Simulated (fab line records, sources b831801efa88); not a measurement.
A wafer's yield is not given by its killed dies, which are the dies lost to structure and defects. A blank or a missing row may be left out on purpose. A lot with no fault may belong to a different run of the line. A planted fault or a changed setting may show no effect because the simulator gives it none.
Which tool did it? ; flow sky130 ; Sampling: 6 lots, 18 wafers, 4 of 708 route steps

WHAT THE GAUGES READ, wafer by wafer
SKY_LOCAL_INTERCONNECT_OVL_MEAS_12.
lot;measured;on;LOCAL_INTERCONNECT_OVL (nm)
L381;day 30 15:22;overlay-02;6 2 1
L386;day 32 14:43;overlay-01;5 6 17
L388;day 33 00:30;overlay-01;6 5 7
L390;day 34 00:01;overlay-02;-4 -2 -3
L397;day 36 11:55;overlay-01;-3 -14 2
L403;day 37 17:01;overlay-02;-13 -20 -11

WHICH TOOL RAN EACH LOT (tool, then ch and the chambers of the sampled wafers, then the start)
lot;SKY_POLY_CUT_ETCH_11;SKY_LI_CONTACT_ETCH_14;SKY_LOCAL_INTERCONNECT_SPUTTER_00
L381;rie-diel-01 ch 0,1,2, day 24 08:59;rie-diel-03 ch 0,1,2, day 29 09:26;pvd-sputter-04, day 29 10:35
L386;rie-diel-04 ch 2,3, day 26 14:35;rie-diel-03 ch 2,3, day 31 10:17;pvd-sputter-04, day 31 11:36
L388;rie-diel-03 ch 0,2,3, day 26 23:47;rie-diel-02 ch 0,1,3, day 31 20:05;pvd-sputter-01, day 31 21:16
L390;rie-diel-01 ch 0,1,3, day 28 02:28;rie-diel-01 ch 0,1,2, day 32 19:32;pvd-sputter-04, day 32 20:41
L397;rie-diel-03 ch 0,1, day 30 17:59;rie-diel-01 ch 2,3, day 35 08:56;pvd-sputter-01, day 35 10:05
L403;rie-diel-04 ch 0,3, day 32 00:38;rie-diel-03 ch 2,3, day 36 13:06;pvd-sputter-01, day 36 14:16
- SKY_POLY_CUT_ETCH_11: etches Si3N4 in CF4/CH2F2/Ar, stops on poly-Si, time 42.5 s, target depth 60 nm.
- SKY_LI_CONTACT_ETCH_14: etches BARC in N2/H2, stops on SiO2, time 45.9 s, target depth 60 nm.
- SKY_LOCAL_INTERCONNECT_SPUTTER_00: material TiN, target thk 100 nm, time 83.3 s.

THE ANSWER, worked out from the rows above alone
Rule: what is usual is taken from the lots themselves. Put in order of their means at a reading, lots are off if they are a third of the lots or fewer, leave a main group of 4 or more, and stand apart from it by a gap of 3 or more times the standard deviation of the main group's means; of several such gaps the widest counts. The tables above print the reading to a certain number of digits; a main group whose means all agree to those digits is not used. A lot without any number at a reading at which 4 lots or more have one is off too. Any other lot the step has rows for is counted as sound.
Across all readings shown, no lot is off: no conclusion can be drawn from this.

WHAT THE SIMULATOR HAD PUT IN
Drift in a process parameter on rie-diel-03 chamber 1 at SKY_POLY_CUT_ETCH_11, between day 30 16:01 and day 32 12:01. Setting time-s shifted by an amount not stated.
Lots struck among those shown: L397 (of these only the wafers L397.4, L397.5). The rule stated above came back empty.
